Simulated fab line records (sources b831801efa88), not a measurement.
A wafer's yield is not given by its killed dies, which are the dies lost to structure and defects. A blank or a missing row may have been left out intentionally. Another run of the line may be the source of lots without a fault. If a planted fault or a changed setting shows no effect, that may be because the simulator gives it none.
Which tool was responsible? || flow gf180mcu || 14 lots, 42 wafers sampled, at 2 steps of a route of 602

== WHAT THE GAUGES READ, wafer by wafer ==
GF_V5_RS_MEAS_24: measures by four-point-probe. Usual: V5_W_RS typically reads 0.326 ohm/sq, with standard deviation 0.005.
{"lot": "L803", "measured": "day 27 07:50", "on": "film metro-02", "V5_W_RS (ohm/sq)": "0.330 0.320 0.321", "flag": ""}
{"lot": "L804", "measured": "day 27 20:52", "on": "film metro-01", "V5_W_RS (ohm/sq)": "0.326 0.325 0.328", "flag": ""}
{"lot": "L805", "measured": "day 28 07:14", "on": "film metro-01", "V5_W_RS (ohm/sq)": "0.327 0.318 0.329", "flag": ""}
{"lot": "L806", "measured": "day 28 16:11", "on": "film metro-03", "V5_W_RS (ohm/sq)": "0.319 0.330 0.323", "flag": ""}
{"lot": "L807", "measured": "day 28 20:53", "on": "film metro-02", "V5_W_RS (ohm/sq)": "0.321 0.329 0.328", "flag": ""}
{"lot": "L809", "measured": "day 29 11:41", "on": "film metro-02", "V5_W_RS (ohm/sq)": "0.332 0.330 0.330", "flag": ""}
{"lot": "L808", "measured": "day 29 13:31", "on": "film metro-03", "V5_W_RS (ohm/sq)": "0.324 0.329 0.332", "flag": ""}
{"lot": "L813", "measured": "day 30 15:58", "on": "film metro-01", "V5_W_RS (ohm/sq)": "0.320 0.322 0.323", "flag": ""}
{"lot": "L814", "measured": "day 30 20:55", "on": "film metro-02", "V5_W_RS (ohm/sq)": "0.323 0.318 0.324", "flag": ""}
{"lot": "L815", "measured": "day 31 06:35", "on": "film metro-01", "V5_W_RS (ohm/sq)": "0.329 0.322 0.328", "flag": ""}
{"lot": "L819", "measured": "day 32 03:31", "on": "film metro-02", "V5_W_RS (ohm/sq)": "0.324 0.323 0.318", "flag": ""}
{"lot": "L820", "measured": "day 32 10:01", "on": "film metro-02", "V5_W_RS (ohm/sq)": "0.322 0.322 0.328", "flag": ""}
{"lot": "L822", "measured": "day 32 20:45", "on": "film metro-01", "V5_W_RS (ohm/sq)": "0.319 0.323 0.321", "flag": ""}
{"lot": "L825", "measured": "day 33 11:22", "on": "film metro-02", "V5_W_RS (ohm/sq)": "0.333 0.331 0.329", "flag": ""}

== TOOL THAT RAN EACH LOT (tool first, then ch and the chambers of the sampled wafers, then the start) ==
{"lot": "L803", "GF_V5_CVD_02": "pecvd-03 ch 0,1,2, day 26 09:55"}
{"lot": "L804", "GF_V5_CVD_02": "pecvd-04 ch 0,2, day 26 22:56"}
{"lot": "L805", "GF_V5_CVD_02": "pecvd-03 ch 0,1,2, day 27 09:43"}
{"lot": "L806", "GF_V5_CVD_02": "pecvd-03 ch 0,1,2, day 27 18:38"}
{"lot": "L807", "GF_V5_CVD_02": "pecvd-01 ch 0,1, day 27 23:44"}
{"lot": "L809", "GF_V5_CVD_02": "pecvd-03 ch 0,1,2, day 28 14:47"}
{"lot": "L808", "GF_V5_CVD_02": "pecvd-03 ch 0,1, day 28 17:06"}
{"lot": "L813", "GF_V5_CVD_02": "pecvd-04 ch 0,1,2, day 29 20:05"}
{"lot": "L814", "GF_V5_CVD_02": "pecvd-03 ch 0,1, day 30 01:19"}
{"lot": "L815", "GF_V5_CVD_02": "pecvd-03 ch 0,1, day 30 11:01"}
{"lot": "L819", "GF_V5_CVD_02": "pecvd-04 ch 0,2, day 31 08:59"}
{"lot": "L820", "GF_V5_CVD_02": "pecvd-01 ch 0,2, day 31 15:29"}
{"lot": "L822", "GF_V5_CVD_02": "pecvd-04 ch 0,1,2, day 32 03:15"}
{"lot": "L825", "GF_V5_CVD_02": "pecvd-04 ch 0,2, day 32 18:14"}
- GF_V5_CVD_02: deposits SiO2 from TEOS, target thk 1450 nm, time 163.28 s.

== AS READ BY THE TOOLS THEMSELVES (means over the sampled wafers that have a number; for cases with no such wafer, the mark the record gives instead) ==
GF_V5_CVD_02. Usual: heater power w reads 659 W (standard deviation 97).
{"lot": "L803", "tool": "pecvd-03", "heater power w (W)": 653, "flag": ""}
{"lot": "L804", "tool": "pecvd-04", "heater power w (W)": 706, "flag": ""}
{"lot": "L805", "tool": "pecvd-03", "heater power w (W)": 618, "flag": ""}
{"lot": "L806", "tool": "pecvd-03", "heater power w (W)": 598, "flag": ""}
{"lot": "L807", "tool": "pecvd-01", "heater power w (W)": 509, "flag": ""}
{"lot": "L809", "tool": "pecvd-03", "heater power w (W)": 660, "flag": ""}
{"lot": "L808", "tool": "pecvd-03", "heater power w (W)": 612, "flag": ""}
{"lot": "L813", "tool": "pecvd-04", "heater power w (W)": 780, "flag": ""}
{"lot": "L814", "tool": "pecvd-03", "heater power w (W)": 639, "flag": ""}
{"lot": "L815", "tool": "pecvd-03", "heater power w (W)": 681, "flag": ""}
{"lot": "L819", "tool": "pecvd-04", "heater power w (W)": 691, "flag": ""}
{"lot": "L820", "tool": "pecvd-01", "heater power w (W)": 608, "flag": ""}
{"lot": "L822", "tool": "pecvd-04", "heater power w (W)": 749, "flag": ""}
{"lot": "L825", "tool": "pecvd-04", "heater power w (W)": 640, "flag": ""}

== THE ANSWER, worked out from the rows above alone ==
Rule: take the mean of a lot's wafers that have a number; if it is more than 3 standard deviations from the usual mean, the lot is off. A lot without any number at a reading at which 4 lots or more have one is off too. Where the step has rows for the other lots, those lots are counted as sound. The gauges are gone through in route order, then the tools' own readings, and for those a lot's mean is taken as printed above. At the first step where some lot is off, the reading lying furthest off is the one used; lots without a number count as furthest.
No lot is off at any reading shown: from this, nothing can be told.

== WHAT WAS PUT IN BY THE SIMULATOR ==
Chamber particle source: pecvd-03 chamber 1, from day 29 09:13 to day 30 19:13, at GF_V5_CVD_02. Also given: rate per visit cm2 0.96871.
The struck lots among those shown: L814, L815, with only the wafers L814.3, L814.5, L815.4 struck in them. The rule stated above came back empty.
